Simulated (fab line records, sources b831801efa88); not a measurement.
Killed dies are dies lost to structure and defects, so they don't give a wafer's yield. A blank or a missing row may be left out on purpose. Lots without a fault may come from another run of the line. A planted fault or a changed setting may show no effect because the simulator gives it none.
fab line records | flow sky130
record lots=5 wafers=15 last_day=50
route steps=708 shown DNWELL@37 PWDE@45 NWELL@56
lots that met no fault: from a run of the same line without faults
start_h: hours from the record's first day to the start of the lot's first wafer shown | wait_h: hours since the lot's step before | " the same as in the row above | L1.1+2: a row that stands for several wafers | - no value, or no start given | * or withheld: withheld | < > ~ a bound
route shown NAME@n: a module of which the file shows steps, and the number in the route of the first | usual: mean/standard deviation of fault-free wafers | same: alike in all rows | chamber/n: place in a boat | sites: the reading at each site | _std_site: their standard deviation | _edge_site: outer sites' mean less inner sites' | radius_mm: how far each site lies from the wafer's centre | mask NAME#n: copy n | behind: the tool/chamber that last shaped the wafer | hold: why the lot was held/for how many hours/how that ended | device: the transistor (n, p or np) that didn't switch | end of line: the same wafers' tests at the end of the route | a step without rows: its recipe alone | killed: dies lost to structure and defects at the first sort, not the wafer's yield | map: a wafer's dies, x killed, . not, _ none there
set.NAME: the setting as run; set.NAME@STEP: as run at that earlier step | model.NAME: the simulator's own value behind a step, which no gauge read
lots at some steps of the route; a table a step, a row a wafer
services: from which hour (start_h, from the record's first day; less than 0 if before it) a tool's chamber was out of use, for how many hours, and why
## steps
# step SKY_DNWELL_COAT_02
# recipe spin_rpm=2000 resist_thk_nm=3000
# usual chill_plate_temp_C=23.01/0.11 spin_speed_rpm=2000.0/1.4
# columns lot.wafer tool chamber start_h wait_h chill_plate_temp_C spin_speed_rpm
L075.3 litho_track-02 0 51.38 0.1 23.14 2000.0
L075.4 " 0 " " 23.14 1998.8
L075.6 " 0 " " 23.10 1999.1
L076.3 litho_track-02 0 56.08 0.1 22.92 1999.8
L076.4 " 0 " " 22.92 2000.9
L076.5 " 0 " " 22.95 2000.2
L082.1 litho_track-02 0 88.53 0.1 22.99 2000.1
L082.4 " 0 " " 22.91 1997.7
L082.6 " 0 " " 23.08 1998.2
L083.3 litho_track-01 0 92.49 0.1 22.96 1998.1
L083.4 " 0 " " 22.86 2000.5
L083.5 " 0 " " 22.80 1999.8
L093.1 litho_track-02 0 145.73 0.1 22.97 1998.2
L093.3 " 0 " " 22.95 1998.1
L093.5 " 0 " " 23.01 1997.5
# step SKY_DNWELL_SOFTBAKE_03
# recipe temp_c=110 time_s=withheld
# usual chill_plate_temp_C=23.00/0.089
# columns lot.wafer tool chamber start_h wait_h chill_plate_temp_C
L075.3 litho_track-02 0 51.55 0.1 23.13
L075.4 " 0 " " 22.99
L075.6 " 0 " " 22.88
L076.3 litho_track-02 0 56.25 0.1 22.82
L076.4 " 0 " " 22.91
L076.5 " 0 " " 23.03
L082.1 litho_track-02 0 88.68 0.1 22.97
L082.4 " 0 " " 22.92
L082.6 " 0 " " 23.12
L083.3 litho_track-01 0 92.66 0.1 22.97
L083.4 " 0 " " 22.99
L083.5 " 0 " " 22.93
L093.1 litho_track-02 0 145.88 0.1 22.90
L093.3 " 0 " " 23.00
L093.5 " 0 " " 23.09
# step SKY_DNWELL_EXPOSE_04
# recipe mask_id=DNM na=0.57 target_cd_nm=3000 dose_mj=222
# columns lot.wafer tool chamber start_h wait_h mask
L075.3+4+6 iline_stepper-02 0 - - DNM#0
L076.3+4+5 iline_stepper-01 0 - - DNM#0
L082.1+4+6 iline_stepper-02 0 - - DNM#0
L083.3+4+5 iline_stepper-02 0 - - DNM#0
L093.1+3+5 iline_stepper-02 0 - - DNM#0
# step SKY_DNWELL_PEB_05
# recipe temp_c=115 time_s=withheld
# usual chill_plate_temp_C=23.01/0.11
# columns lot.wafer tool chamber start_h wait_h chill_plate_temp_C
L075.3 litho_track-04 0 - - 23.06
L075.4 " 0 " " 22.78
L075.6 " 0 " " 22.64
L076.3 litho_track-01 0 - - 22.92
L076.4 " 0 " " 22.97
L076.5 " 0 " " 22.93
L082.1 litho_track-01 0 - - 23.02
L082.4 " 0 " " 23.07
L082.6 " 0 " " 23.03
L083.3 litho_track-02 0 - - 23.14
L083.4 " 0 " " 23.15
L083.5 " 0 " " 22.81
L093.1 litho_track-01 0 - - 22.83
L093.3 " 0 " " 22.91
L093.5 " 0 " " 23.02
# step SKY_DNWELL_DEVELOP_06
# recipe wall_angle_deg=90 developer=TMAH develop_time_s=60 dev_temp_c=23
# usual chill_plate_temp_C=23.00/0.11
# same develop_time_s=60
# columns lot.wafer tool chamber start_h wait_h chill_plate_temp_C
L075.3 litho_track-04 0 - - 23.01
L075.4 " 0 " " 23.01
L075.6 " 0 " " 23.01
L076.3 litho_track-01 0 - - 23.13
L076.4 " 0 " " 23.14
L076.5 " 0 " " 23.22
L082.1 litho_track-01 0 - - 23.05
L082.4 " 0 " " 23.11
L082.6 " 0 " " 23.00
L083.3 litho_track-02 0 - - 23.00
L083.4 " 0 " " 22.98
L083.5 " 0 " " 22.85
L093.1 litho_track-01 0 - - 23.06
L093.3 " 0 " " 22.91
L093.5 " 0 " " 23.07
# step SKY_DNWELL_IMPLANT_07
# recipe species=P energy_kev=withheld dose_cm2=withheld tilt_deg=withheld
# columns lot.wafer tool chamber start_h wait_h
L075.3+4+6 implanter-03 0 59.32 -
L076.3+4+5 implanter-02 0 64.74 -
L082.1+4+6 implanter-01 0 97.39 -
L083.3+4+5 implanter-01 0 101.93 -
L093.1+3+5 implanter-03 0 155.94 -
# step SKY_DNWELL_STRIP_08
# recipe chemistry=O2/N2 power_w=1400 pressure_mtorr=1500 platen_temp_c=withheld o2_flow_sccm=3000 n2_flow_sccm=300 overash_fraction=0.5
# usual drypump_motor_current_A=5.9/0.48 n2_flow_sccm=300.0/0.9 oes_product_au=0.723/0.0046 strip_time_to_endpoint_s=36.91/0.098
# columns lot.wafer tool chamber start_h wait_h drypump_motor_current_A n2_flow_sccm oes_product_au rf_hours_counter_h strip_time_to_endpoint_s
L075.3 plasma_asher-03 1 59.46 0.1 5.8 300.4 0.716 - 36.91
L075.4 " 0 " " 6.8 300.1 0.717 - 36.95
L075.6 " 1 " " 5.8 301.2 0.713 - 37.00
L076.3 plasma_asher-03 0 64.88 0.1 6.8 299.1 0.719 - 36.82
L076.4 " 1 " " 5.8 300.1 0.722 - 36.74
L076.5 " 1 " " 5.8 300.0 0.716 - 36.90
L082.1 plasma_asher-03 0 97.54 0.1 6.8 300.5 0.717 40 36.85
L082.4 " 1 " " 5.8 300.2 0.725 - 36.83
L082.6 " 0 " " 6.8 299.9 0.729 - 36.72
L083.3 plasma_asher-03 0 102.06 0.1 6.8 299.6 0.727 - 36.89
L083.4 " 1 " " 5.9 300.2 0.728 - 36.99
L083.5 " 1 " " 5.8 301.1 0.724 - 37.06
L093.1 plasma_asher-04 0 156.09 0.1 5.3 299.8 0.724 34 36.77
L093.3 " 0 " " 5.3 300.3 0.720 - 36.85
L093.5 " 1 " " 5.9 299.8 0.723 - 36.84
# step SKY_DNWELL_TW_MEAS_09
# usual DNWELL_TW=1115/7.7
# columns lot.wafer tool chamber start_h wait_h DNWELL_TW
L075.3 film_metro-03 - 59.54 0.1 1102
L075.4 " - " " 1108
L075.6 " - " " 1108
L076.3 film_metro-03 - 64.96 0.1 1113
L076.4 " - " " 1109
L076.5 " - " " 1109
L082.1 film_metro-02 - 97.64 0.1 1115
L082.4 " - " " 1125
L082.6 " - " " 1125
L083.3 film_metro-02 - 102.15 0.1 1121
L083.4 " - " " 1124
L083.5 " - " " 1115
L093.1 film_metro-02 - 156.19 0.1 1120
L093.3 " - " " 1122
L093.5 " - " " 1127
# step SKY_PWDE_DEHYDRATE_00
# recipe temp_c=200 time_s=60
# usual chill_plate_temp_C=23.00/0.11
# columns lot.wafer tool chamber start_h wait_h chill_plate_temp_C
L075.3 litho_track-02 0 67.23 7.7 22.96
L075.4 " 0 " " 23.07
L075.6 " 0 " " 23.08
L076.3 litho_track-03 0 72.56 7.6 22.95
L076.4 " 0 " " 23.05
L076.5 " 0 " " 23.03
L082.1 litho_track-03 0 106.41 8.8 22.77
L082.4 " 0 " " 22.77
L082.6 " 0 " " 22.95
L083.3 litho_track-03 0 110.46 8.3 22.80
L083.4 " 0 " " 22.85
L083.5 " 0 " " 22.93
L093.1 litho_track-04 0 165.57 9.4 22.97
L093.3 " 0 " " 22.80
L093.5 " 0 " " 22.97
# step SKY_PWDE_HMDS_01
# recipe prime_time_s=60 prime_temp_c=120
# usual chill_plate_temp_C=23.01/0.11
# columns lot.wafer tool chamber start_h wait_h chill_plate_temp_C
L075.3 litho_track-02 0 67.38 0.1 23.12
L075.4 " 0 " " 23.14
L075.6 " 0 " " 23.02
L076.3 litho_track-03 0 72.71 0.1 22.85
L076.4 " 0 " " 23.02
L076.5 " 0 " " 22.98
L082.1 litho_track-03 0 106.56 0.1 22.85
L082.4 " 0 " " 22.99
L082.6 " 0 " " 22.94
L083.3 litho_track-03 0 110.61 0.1 23.01
L083.4 " 0 " " 23.04
L083.5 " 0 " " 23.09
L093.1 litho_track-04 0 165.72 0.1 22.95
L093.3 " 0 " " 22.95
L093.5 " 0 " " 22.97
# step SKY_PWDE_COAT_02
# recipe spin_rpm=2000 resist_thk_nm=3000
# usual chill_plate_temp_C=23.00/0.1 spin_speed_rpm=2000.0/1.1
# columns lot.wafer tool chamber start_h wait_h chill_plate_temp_C spin_speed_rpm
L075.3 litho_track-02 0 67.53 0.1 23.07 2000.7
L075.4 " 0 " " 22.82 2000.4
L075.6 " 0 " " 23.04 2001.7
L076.3 litho_track-03 0 72.86 0.1 22.99 1999.7
L076.4 " 0 " " 22.89 2001.2
L076.5 " 0 " " 23.00 2000.6
L082.1 litho_track-03 0 106.71 0.1 22.90 1999.4
L082.4 " 0 " " 22.93 1999.6
L082.6 " 0 " " 22.99 2001.6
L083.3 litho_track-03 0 110.76 0.1 23.02 1999.7
L083.4 " 0 " " 22.99 2000.4
L083.5 " 0 " " 23.06 1999.2
L093.1 litho_track-04 0 165.87 0.1 23.07 1999.9
L093.3 " 0 " " 23.14 2000.4
L093.5 " 0 " " 23.05 2001.5
# step SKY_PWDE_SOFTBAKE_03
# recipe temp_c=110 time_s=withheld
# usual chill_plate_temp_C=23.01/0.1
# columns lot.wafer tool chamber start_h wait_h chill_plate_temp_C
L075.3 litho_track-02 0 67.70 0.1 23.20
L075.4 " 0 " " 23.21
L075.6 " 0 " " 23.09
L076.3 litho_track-03 0 73.03 0.1 23.04
L076.4 " 0 " " 23.05
L076.5 " 0 " " 22.97
L082.1 litho_track-03 0 106.86 0.1 22.98
L082.4 " 0 " " 22.96
L082.6 " 0 " " 23.01
L083.3 litho_track-03 0 110.93 0.1 22.96
L083.4 " 0 " " 22.99
L083.5 " 0 " " 22.91
L093.1 litho_track-04 0 166.02 0.1 23.04
L093.3 " 0 " " 23.03
L093.5 " 0 " " 22.95
# step SKY_PWDE_EXPOSE_04
# recipe mask_id=PWDEM na=0.6 source_shape=conventional sigma_outer=0.6 polarization=unpolarized target_cd_nm=840 dose_mj=214
# columns lot.wafer tool chamber start_h wait_h mask
L075.3+4+6 iline_stepper-01 0 - - PWDEM#0
L076.3+4+5 iline_stepper-02 0 - - PWDEM#0
L082.1+4+6 iline_stepper-01 0 - - PWDEM#0
L083.3+4+5 iline_stepper-02 0 - - PWDEM#0
L093.1+3+5 iline_stepper-02 0 - - PWDEM#0
# step SKY_PWDE_PEB_05
# recipe temp_c=115 time_s=withheld
# usual chill_plate_temp_C=23.01/0.089
# columns lot.wafer tool chamber start_h wait_h chill_plate_temp_C
L075.3 litho_track-04 0 - - 23.02
L075.4 " 0 " " 23.01
L075.6 " 0 " " 22.95
L076.3 litho_track-02 0 - - 23.09
L076.4 " 0 " " 23.06
L076.5 " 0 " " 22.98
L082.1 litho_track-02 0 - - 22.85
L082.4 " 0 " " 22.87
L082.6 " 0 " " 23.01
L083.3 litho_track-03 0 - - 22.98
L083.4 " 0 " " 22.87
L083.5 " 0 " " 22.75
L093.1 litho_track-04 0 - - 23.11
L093.3 " 0 " " 22.96
L093.5 " 0 " " 22.88
# step SKY_PWDE_DEVELOP_06
# recipe wall_angle_deg=90 developer=TMAH develop_time_s=60 dev_temp_c=23.4
# usual chill_plate_temp_C=23.02/0.095
# same develop_time_s=60
# columns lot.wafer tool chamber start_h wait_h chill_plate_temp_C
L075.3 litho_track-04 0 - - 22.91
L075.4 " 0 " " 22.92
L075.6 " 0 " " 22.95
L076.3 litho_track-02 0 - - 23.22
L076.4 " 0 " " 23.17
L076.5 " 0 " " 23.01
L082.1 litho_track-02 0 - - 23.04
L082.4 " 0 " " 22.94
L082.6 " 0 " " 22.90
L083.3 litho_track-03 0 - - 23.12
L083.4 " 0 " " 23.04
L083.5 " 0 " " 23.07
L093.1 litho_track-04 0 - - 22.94
L093.3 " 0 " " 23.08
L093.5 " 0 " " 23.05
# step SKY_PWDE_OVL_MEAS_07
# usual PWDE_OVL=-0.6/1.3
# columns lot.wafer tool chamber start_h wait_h PWDE_OVL[nm]
L075.3 overlay-02 - 75.98 - 1.1
L075.4 " - " " 1.3
L075.6 " - " " 1.4
L076.3 overlay-01 - 81.69 - 0.3
L076.4 " - " " -0.4
L076.5 " - " " -0.5
L082.1 overlay-01 - 116.73 - -0.8
L082.4 " - " " 0.6
L082.6 " - " " 0.6
L083.3 overlay-02 - 120.63 - -1.4
L083.4 " - " " -1.5
L083.5 " - " " -1.2
L093.1 overlay-02 - 176.62 - -0.8
L093.3 " - " " -0.6
L093.5 " - " " 1.0
# step SKY_PWDE_IMPLANT_08
# recipe species=B energy_kev=150 dose_cm2=3.6e+12 tilt_deg=withheld
# columns lot.wafer tool chamber start_h wait_h
L075.3+4+6 implanter-02 0 76.06 0.1
L076.3+4+5 implanter-03 0 81.77 0.1
L082.1+4+6 implanter-03 0 116.77 0.0
L083.3+4+5 implanter-04 0 120.70 0.1
L093.1+3+5 implanter-02 0 176.66 0.0
# step SKY_PWDE_STRIP_09
# recipe chemistry=O2/N2 power_w=1400 pressure_mtorr=1500 platen_temp_c=withheld o2_flow_sccm=3000 n2_flow_sccm=300 overash_fraction=0.5
# usual drypump_motor_current_A=5.8/0.47 n2_flow_sccm=300.0/0.96 oes_product_au=0.722/0.0041 strip_time_to_endpoint_s=36.93/0.1
# columns lot.wafer tool chamber start_h wait_h drypump_motor_current_A n2_flow_sccm oes_product_au rf_hours_counter_h strip_time_to_endpoint_s
L075.3 plasma_asher-04 1 76.19 0.1 5.8 301.6 0.720 - 36.81
L075.4 " 0 " " 5.4 300.6 0.729 - 36.80
L075.6 " 1 " " 5.9 299.5 0.731 - 36.87
L076.3 plasma_asher-02 1 81.90 0.1 5.9 301.7 0.719 - 37.09
L076.4 " 0 " " 5.2 300.4 0.722 - 37.13
L076.5 " 1 " " 5.9 300.0 0.722 - 37.08
L082.1 plasma_asher-04 0 116.92 0.1 5.4 300.5 0.717 30 36.87
L082.4 " 1 " " 5.9 300.9 0.723 - 36.93
L082.6 " 1 " " 5.9 299.7 0.719 - 36.94
L083.3 plasma_asher-04 1 120.83 0.1 5.9 300.0 0.717 - 36.91
L083.4 " 0 " " 5.3 300.1 0.730 - 36.77
L083.5 " 0 " " 5.3 299.2 0.720 - 36.95
L093.1 plasma_asher-02 1 176.81 0.1 5.9 299.2 0.717 50 36.90
L093.3 " 0 " " 5.2 299.0 0.723 - 36.71
L093.5 " 1 " " 5.9 298.1 0.722 - 36.76
# step SKY_PWDE_TW_MEAS_10
# usual PWDE_TW=373.6/2.6
# columns lot.wafer tool chamber start_h wait_h PWDE_TW
L075.3 film_metro-02 - 76.28 0.1 375.3
L075.4 " - " " 374.3
L075.6 " - " " 374.5
L076.3 film_metro-02 - 81.99 0.1 376.3
L076.4 " - " " 376.9
L076.5 " - " " 378.2
L082.1 film_metro-01 - 117.02 0.1 377.6
L082.4 " - " " 378.3
L082.6 " - " " 375.6
L083.3 film_metro-01 - 120.92 0.1 374.9
L083.4 " - " " 373.7
L083.5 " - " " 376.5
L093.1 film_metro-02 - 176.91 0.1 373.6
L093.3 " - " " 372.6
L093.5 " - " " 373.7
# step SKY_NWELL_DEHYDRATE_03
# recipe temp_c=200 time_s=60
# usual chill_plate_temp_C=22.98/0.11
# columns lot.wafer tool chamber start_h wait_h chill_plate_temp_C
L075.3 litho_track-03 0 84.66 8.4 22.91
L075.4 " 0 " " 23.14
L075.6 " 0 " " 22.97
L076.3 litho_track-01 0 90.24 8.2 22.78
L076.4 " 0 " " 22.81
L076.5 " 0 " " 23.05
L082.1 litho_track-03 0 126.61 9.6 23.03
L082.4 " 0 " " 23.01
L082.6 " 0 " " 23.06
L083.3 litho_track-02 0 129.98 9.0 22.94
L083.4 " 0 " " 22.82
L083.5 " 0 " " 22.85
L093.1 litho_track-02 0 186.68 9.8 23.21
L093.3 " 0 " " 23.25
L093.5 " 0 " " 23.22
# step SKY_NWELL_HMDS_04
# recipe prime_time_s=60 prime_temp_c=120
# usual chill_plate_temp_C=23.02/0.11
# columns lot.wafer tool chamber start_h wait_h chill_plate_temp_C
L075.3 litho_track-03 0 84.81 0.1 23.07
L075.4 " 0 " " 23.02
L075.6 " 0 " " 22.84
L076.3 litho_track-01 0 90.39 0.1 22.94
L076.4 " 0 " " 22.77
L076.5 " 0 " " 23.01
L082.1 litho_track-03 0 126.76 0.1 22.97
L082.4 " 0 " " 22.97
L082.6 " 0 " " 23.05
L083.3 litho_track-02 0 130.13 0.1 23.09
L083.4 " 0 " " 22.98
L083.5 " 0 " " 22.88
L093.1 litho_track-02 0 186.83 0.1 23.15
L093.3 " 0 " " 23.12
L093.5 " 0 " " 22.91
# step SKY_NWELL_COAT_05
# recipe spin_rpm=2000 resist_thk_nm=3000
# usual chill_plate_temp_C=23.00/0.11 spin_speed_rpm=1999.9/1.2
# columns lot.wafer tool chamber start_h wait_h chill_plate_temp_C spin_speed_rpm
L075.3 litho_track-03 0 84.96 0.1 22.98 1999.8
L075.4 " 0 " " 22.92 1998.8
L075.6 " 0 " " 23.07 1998.7
L076.3 litho_track-01 0 90.54 0.1 22.81 2001.2
L076.4 " 0 " " 23.02 1998.4
L076.5 " 0 " " 22.92 1998.2
L082.1 litho_track-03 0 126.91 0.1 23.12 2001.6
L082.4 " 0 " " 23.20 2001.4
L082.6 " 0 " " 23.05 2000.0
L083.3 litho_track-02 0 130.28 0.1 23.17 1999.7
L083.4 " 0 " " 23.09 1998.0
L083.5 " 0 " " 23.29 2000.3
L093.1 litho_track-02 0 186.98 0.1 23.08 1998.8
L093.3 " 0 " " 23.03 1998.7
L093.5 " 0 " " 22.93 1997.9
# step SKY_NWELL_SOFTBAKE_06
# recipe temp_c=110 time_s=withheld
# usual chill_plate_temp_C=22.99/0.12
# columns lot.wafer tool chamber start_h wait_h chill_plate_temp_C
L075.3 litho_track-03 0 85.13 0.1 23.21
L075.4 " 0 " " 23.28
L075.6 " 0 " " 22.93
L076.3 litho_track-01 0 90.71 0.1 23.06
L076.4 " 0 " " 23.02
L076.5 " 0 " " 22.96
L082.1 litho_track-03 0 127.06 0.1 22.84
L082.4 " 0 " " 22.86
L082.6 " 0 " " 23.04
L083.3 litho_track-02 0 130.45 0.1 22.90
L083.4 " 0 " " 23.00
L083.5 " 0 " " 22.96
L093.1 litho_track-02 0 187.13 0.1 22.90
L093.3 " 0 " " 22.99
L093.5 " 0 " " 23.05
# step SKY_NWELL_EXPOSE_07
# recipe mask_id=NWM na=0.6 source_shape=conventional sigma_outer=0.6 polarization=unpolarized target_cd_nm=840 dose_mj=255
# columns lot.wafer tool chamber start_h wait_h mask
L075.3+4+6 iline_stepper-01 0 - - NWM#0
L076.3+4+5 iline_stepper-02 0 - - NWM#0
L082.1+4+6 iline_stepper-02 0 - - NWM#0
L083.3+4+5 iline_stepper-02 0 - - NWM#0
L093.1+3+5 iline_stepper-02 0 - - NWM#0
# step SKY_NWELL_PEB_08
# recipe temp_c=115 time_s=withheld
# usual chill_plate_temp_C=23.03/0.096
# columns lot.wafer tool chamber start_h wait_h chill_plate_temp_C
L075.3 litho_track-03 0 - - 23.04
L075.4 " 0 " " 23.09
L075.6 " 0 " " 23.00
L076.3 litho_track-01 0 - - 23.16
L076.4 " 0 " " 23.11
L076.5 " 0 " " 23.11
L082.1 litho_track-01 0 - - 23.06
L082.4 " 0 " " 23.06
L082.6 " 0 " " 23.15
L083.3 litho_track-02 0 - - 22.96
L083.4 " 0 " " 23.13
L083.5 " 0 " " 23.06
L093.1 litho_track-02 0 - - 23.05
L093.3 " 0 " " 23.04
L093.5 " 0 " " 23.16
# step SKY_NWELL_DEVELOP_09
# recipe wall_angle_deg=90 developer=TMAH develop_time_s=60 dev_temp_c=23
# usual chill_plate_temp_C=23.01/0.11
# same develop_time_s=60
# columns lot.wafer tool chamber start_h wait_h chill_plate_temp_C
L075.3 litho_track-03 0 - - 22.82
L075.4 " 0 " " 22.95
L075.6 " 0 " " 22.96
L076.3 litho_track-01 0 - - 22.90
L076.4 " 0 " " 23.01
L076.5 " 0 " " 23.09
L082.1 litho_track-01 0 - - 22.88
L082.4 " 0 " " 22.90
L082.6 " 0 " " 22.98
L083.3 litho_track-02 0 - - 22.92
L083.4 " 0 " " 23.07
L083.5 " 0 " " 23.07
L093.1 litho_track-02 0 - - 23.06
L093.3 " 0 " " 23.00
L093.5 " 0 " " 23.04
# step SKY_NWELL_OVL_MEAS_10
# usual NWELL_00_OVL=0.0/1.5
# columns lot.wafer tool chamber start_h wait_h NWELL_00_OVL[nm]
L075.3 overlay-01 - 94.03 - 0.3
L075.4 " - " " 0.6
L075.6 " - " " 0.8
L076.3 overlay-02 - 99.76 - 0.3
L076.4 " - " " 1.0
L076.5 " - " " -0.4
L082.1 overlay-01 - 137.14 - -0.1
L082.4 " - " " -1.6
L082.6 " - " " -0.9
L083.3 overlay-01 - 139.71 - -1.5
L083.4 " - " " -0.6
L083.5 " - " " -0.8
L093.1 overlay-01 - 198.53 - -0.9
L093.3 " - " " -3.4
L093.5 " - " " -1.4
# step SKY_NWELL_IMPLANT_11
# recipe species=P energy_kev=400 dose_cm2=1.9e+13 tilt_deg=withheld
# columns lot.wafer tool chamber start_h wait_h
L075.3+4+6 implanter-04 0 94.10 0.1
L076.3+4+5 implanter-04 0 99.83 0.1
L082.1+4+6 implanter-02 0 137.18 0.0
L083.3+4+5 implanter-02 0 139.79 0.1
L093.1+3+5 implanter-01 0 198.57 0.0
# step SKY_NWELL_IMPLANT_12
# recipe species=P energy_kev=120 dose_cm2=1.3e+12 tilt_deg=withheld
# columns lot.wafer tool chamber start_h wait_h
L075.3+4+6 implanter-04 0 94.25 0.1
L076.3+4+5 implanter-04 0 99.98 0.1
L082.1+4+6 implanter-02 0 137.33 0.1
L083.3+4+5 implanter-02 0 139.94 0.1
L093.1+3+5 implanter-01 0 198.72 0.1
# step SKY_NWELL_IMPLANT_13
# recipe species=P energy_kev=50 dose_cm2=7e+11 tilt_deg=withheld
# columns lot.wafer tool chamber start_h wait_h
L075.3+4+6 implanter-04 0 94.40 0.1
L076.3+4+5 implanter-04 0 100.13 0.1
L082.1+4+6 implanter-02 0 137.48 0.1
L083.3+4+5 implanter-02 0 140.09 0.1
L093.1+3+5 implanter-01 0 198.87 0.1
# step SKY_NWELL_STRIP_14
# recipe chemistry=O2/N2 power_w=1400 pressure_mtorr=1500 platen_temp_c=withheld o2_flow_sccm=3000 n2_flow_sccm=300 overash_fraction=0.5
# usual drypump_motor_current_A=5.9/0.53 n2_flow_sccm=300.1/0.93 oes_product_au=0.722/0.0042 strip_time_to_endpoint_s=36.95/0.12
# columns lot.wafer tool chamber start_h wait_h drypump_motor_current_A n2_flow_sccm oes_product_au rf_hours_counter_h strip_time_to_endpoint_s
L075.3 plasma_asher-01 1 94.53 0.1 5.7 301.8 0.719 - 37.10
L075.4 " 0 " " 5.5 299.7 0.728 - 37.14
L075.6 " 0 " " 5.5 300.0 0.713 - 37.09
L076.3 plasma_asher-03 1 100.26 0.1 5.8 298.2 0.723 - 36.98
L076.4 " 0 " " 6.8 300.6 0.724 - 36.91
L076.5 " 1 " " 5.9 299.4 0.721 - 36.86
L082.1 plasma_asher-01 0 137.63 0.1 5.5 299.9 0.720 2 37.06
L082.4 " 1 " " 5.7 300.4 0.722 - 37.00
L082.6 " 0 " " 5.5 298.3 0.719 - 37.07
L083.3 plasma_asher-02 0 140.22 0.1 5.2 299.4 0.718 - 36.83
L083.4 " 1 " " 6.0 301.1 0.721 - 36.84
L083.5 " 1 " " 5.9 301.3 0.717 - 36.71
L093.1 plasma_asher-02 0 199.02 0.1 5.2 299.7 0.723 52 36.83
L093.3 " 1 " " 5.9 300.5 0.724 - 36.76
L093.5 " 0 " " 5.2 299.9 0.722 - 36.91
# step SKY_NWELL_TW_MEAS_15
# usual NWELL_TW=1821/13
# columns lot.wafer tool chamber start_h wait_h NWELL_TW
L075.3 film_metro-03 - 94.62 0.1 1795
L075.4 " - " " 1797
L075.6 " - " " 1796
L076.3 film_metro-02 - 100.35 0.1 1820
L076.4 " - " " 1827
L076.5 " - " " 1837
L082.1 film_metro-01 - 137.73 0.1 1822
L082.4 " - " " 1823
L082.6 " - " " 1834
L083.3 film_metro-01 - 140.31 0.1 1827
L083.4 " - " " 1809
L083.5 " - " " 1823
L093.1 film_metro-02 - 199.12 0.1 1838
L093.3 " - " " 1841
L093.5 " - " " 1842
# step SKY_NWELL_DEHYDRATE_16
# recipe temp_c=200 time_s=60
# usual chill_plate_temp_C=23.00/0.12
# columns lot.wafer tool chamber start_h wait_h chill_plate_temp_C
L075.3 litho_track-01 0 102.89 8.3 23.11
L075.4 " 0 " " 23.06
L075.6 " 0 " " 22.98
L076.3 litho_track-03 0 108.91 8.6 23.12
L076.4 " 0 " " 23.09
L076.5 " 0 " " 23.25
L082.1 litho_track-02 0 146.68 8.9 22.88
L082.4 " 0 " " 23.19
L082.6 " 0 " " 22.86
L083.3 litho_track-01 0 149.34 9.0 22.96
L083.4 " 0 " " 23.10
L083.5 " 0 " " 22.93
L093.1 litho_track-02 0 209.43 10.3 22.92
L093.3 " 0 " " 22.91
L093.5 " 0 " " 23.01
# step SKY_NWELL_HMDS_17
# recipe prime_time_s=60 prime_temp_c=120
# usual chill_plate_temp_C=23.02/0.11
# columns lot.wafer tool chamber start_h wait_h chill_plate_temp_C
L075.3 litho_track-01 0 103.04 0.1 23.13
L075.4 " 0 " " 23.30
L075.6 " 0 " " 23.12
L076.3 litho_track-03 0 109.06 0.1 23.07
L076.4 " 0 " " 22.90
L076.5 " 0 " " 22.96
L082.1 litho_track-02 0 146.83 0.1 23.06
L082.4 " 0 " " 22.78
L082.6 " 0 " " 23.04
L083.3 litho_track-01 0 149.49 0.1 23.14
L083.4 " 0 " " 22.89
L083.5 " 0 " " 23.10
L093.1 litho_track-02 0 209.58 0.1 22.95
L093.3 " 0 " " 23.02
L093.5 " 0 " " 23.01
# step SKY_NWELL_COAT_18
# recipe spin_rpm=2036 resist_thk_nm=3000
# usual chill_plate_temp_C=23.01/0.11 spin_speed_rpm=2036.1/1.3
# columns lot.wafer tool chamber start_h wait_h chill_plate_temp_C spin_speed_rpm
L075.3 litho_track-01 0 103.19 0.1 22.93 2038.4
L075.4 " 0 " " 22.90 2038.0
L075.6 " 0 " " 22.89 2038.3
L076.3 litho_track-03 0 109.21 0.1 22.96 2035.1
L076.4 " 0 " " 22.95 2034.6
L076.5 " 0 " " 22.90 2035.1
L082.1 litho_track-02 0 146.98 0.1 23.03 2035.7
L082.4 " 0 " " 23.13 2035.3
L082.6 " 0 " " 23.01 2034.5
L083.3 litho_track-01 0 149.64 0.1 23.11 2036.8
L083.4 " 0 " " 23.08 2036.1
L083.5 " 0 " " 23.02 2036.6
L093.1 litho_track-02 0 209.73 0.1 23.03 2034.8
L093.3 " 0 " " 23.00 2034.7
L093.5 " 0 " " 23.07 2038.0
# step SKY_NWELL_SOFTBAKE_19
# recipe temp_c=110 time_s=withheld
# usual chill_plate_temp_C=23.00/0.1
# columns lot.wafer tool chamber start_h wait_h chill_plate_temp_C
L075.3 litho_track-01 0 103.36 0.1 23.04
L075.4 " 0 " " 22.84
L075.6 " 0 " " 22.90
L076.3 litho_track-03 0 109.38 0.1 23.02
L076.4 " 0 " " 22.80
L076.5 " 0 " " 22.89
L082.1 litho_track-02 0 147.13 0.1 23.00
L082.4 " 0 " " 23.05
L082.6 " 0 " " 22.96
L083.3 litho_track-01 0 149.81 0.1 23.14
L083.4 " 0 " " 23.01
L083.5 " 0 " " 22.87
L093.1 litho_track-02 0 209.88 0.1 22.96
L093.3 " 0 " " 23.02
L093.5 " 0 " " 23.06
# step SKY_NWELL_EXPOSE_20
# recipe mask_id=NWM_COMPLEMENT na=0.6 source_shape=conventional sigma_outer=0.6 polarization=unpolarized target_cd_nm=840 dose_mj=260
# columns lot.wafer tool chamber start_h wait_h mask
L075.3+4+6 iline_stepper-02 0 - - NWM_COMPLEMENT#0
L076.3+4+5 iline_stepper-02 0 - - NWM_COMPLEMENT#0
L082.1+4+6 iline_stepper-02 0 - - NWM_COMPLEMENT#0
L083.3+4+5 iline_stepper-01 0 - - NWM_COMPLEMENT#0
L093.1+3+5 iline_stepper-01 0 - - NWM_COMPLEMENT#0
## services
# columns tool chamber start_h hours kind
implanter-04 - 42.49 3.9 pm
implanter-04 - 52.81 5.8 repair
plasma_asher-03 - 67.24 1.5 repair
plasma_asher-01 - 73.31 2.8 pm
plasma_asher-03 - 73.56 1.5 repair
iline_stepper-01 - 87.64 6.1 repair
iline_stepper-01 - 88.94 7.2 repair
implanter-03 - 94.72 3.7 repair
implanter-04 - 101.11 1.7 repair
plasma_asher-04 - 108.31 3.5 repair
plasma_asher-01 - 108.75 9.0 pm
plasma_asher-01 0 108.75 9.0 vent_cycle
plasma_asher-01 1 108.75 9.0 vent_cycle
iline_stepper-01 - 123.85 1.7 pm
implanter-01 - 129.19 1.2 repair
implanter-03 - 144.18 1.1 repair
implanter-01 - 161.18 2.6 repair
implanter-03 - 161.27 4.5 repair
plasma_asher-02 - 179.54 0.7 repair
implanter-01 - 185.87 2.3 repair
plasma_asher-02 - 187.27 2.8 pm
implanter-02 - 195.75 3.0 repair
implanter-02 - 196.71 78.2 repair
iline_stepper-02 - 198.20 10.0 repair
## key
fault none
